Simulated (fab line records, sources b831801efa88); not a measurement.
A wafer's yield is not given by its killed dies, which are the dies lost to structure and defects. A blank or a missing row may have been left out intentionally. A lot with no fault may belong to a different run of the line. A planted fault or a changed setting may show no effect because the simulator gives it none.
Comparing a struck lot with a sound one    flow gf180mcu    15 out of 602 route steps
Sound: the wafers L422.2, L422.4, L422.6. Struck: wafer L435.6 (left out: L435.2, L435.5 of the same lot, which were not struck); the cause appears at the end.
Per side, at each step with rows, come the tool, then ch with its chambers, and then its first start. Under that, the readings that differ: sound wafers    struck wafers    difference of the means    sigmas: that difference in standard deviations of wafers without a fault.
alike: words and numbers the same on both sides, and readings whose means are apart by under 2 such deviations; not compared: readings that were withheld, readings missing a value for some wafer, numbers with overlapping values and no deviation given by the record, and bounds like >300 which may hide the same value.
A row with sigmas, a row that says differs or no value, or rows on one side alone: a step with any of these is where the two part. Non-overlapping numbers with no deviation appear without sigmas and do not part them. A reading missing from all wafers of one side parts the sides only when that side holds two or more wafers.

first, 3 steps without rows for these wafers: GF_V1_EXPOSE_11 (exposes mask Via1, target cd 260 nm); GF_V1_PEB_12 (peb time 90 s); GF_V1_DEVELOP_13 (develop time 60 s).
GF_V1_CD_MEAS_14: the cd target is 260 nm.
  sound on cdSem-01 at day 18 07:06; struck on cdSem-01 at day 23 00:10
  alike: cdNm
GF_V1_OVL_MEAS_15:
  sound on overlay-01 at day 18 07:12; struck on overlay-01 at day 23 00:16
  alike: V1_OVL
GF_V1_ETCH_16: etches BARC in N2/H2.
  sound on rieDiel-03 ch 0,1,2, day 18 07:14; struck on rieDiel-04 ch 0, day 23 00:18
reading    sound               struck  difference  sigmas
biasW (W)  99.89 100.05 99.72  99.22   -0.67       -2
  alike: drypumpMotorCurrentA, n2FlowSccm, oesProductAu, rfFwdPowerW, throttleValvePct
GF_V1_ETCH_17: etches SiO2 in C4F8/O2/Ar, stops on TiN, target depth 630 nm.
  sound: rieDiel-03 ch 0,1,2; struck: rieDiel-04 ch 0
  alike: biasW, oesProductAu, rfFwdPowerW
GF_V1_STRIP_18: strips in O2/N2.
  sound on plasmaAsher-02 ch 0,1, day 18 07:22; struck on plasmaAsher-03 ch 1, day 23 00:26
  alike: drypumpMotorCurrentA, heaterPowerW, n2FlowSccm, oesProductAu
  not compared: rfHoursCounterH
then, 2 steps without rows for these wafers: GF_V1_STRIP_19 (strips in post etch residue remover, time 1200 s); GF_V1_CLEAN_20 (cleans in DIW).
GF_V1_SPUTTER_21: material Ti, target thk 15 nm, time 80.02 s.
  sound on pvdSputter-04 at day 18 07:54; struck on pvdSputter-02 at day 23 00:58
  alike: chamberPressurePa, throttleValvePct
GF_V1_SPUTTER_22: material TiN, target thk 10 nm, time 40 s.
  sound on pvdSputter-04 at day 18 07:58; struck on pvdSputter-02 at day 23 01:01
  alike: chamberPressurePa, throttleValvePct
GF_V1_CVD_23: deposits W, target thk 350 nm, time 105.05 s.
  sound on cvdW-02 ch 0,1, day 18 08:00; struck on cvdW-02 ch 0, day 23 01:04
reading                          sound              struck  difference  sigmas
model.W_of_V1_CVD_23.thkNm (nm)  347.1 347.1 344.7  339.9   -6.4        
  alike: chamberPressureTorr, heaterPowerOuterW, heaterPowerW
GF_V1_RS_MEAS_24: uses a four-point probe to measure.
  sound on filmMetro-01 at day 18 08:08; struck on filmMetro-01 at day 23 01:11
  alike: V1_W_RS
GF_PASSIVATION_PROBE_99:
  rows exist in the record for the sound wafers here (prober-01, day 29 06:05), none for the struck ones

## WHERE THEY PART
Earliest at GF_V1_ETCH_16; latest, in this record, at GF_PASSIVATION_PROBE_99.

WHY: the cause the simulator had injected
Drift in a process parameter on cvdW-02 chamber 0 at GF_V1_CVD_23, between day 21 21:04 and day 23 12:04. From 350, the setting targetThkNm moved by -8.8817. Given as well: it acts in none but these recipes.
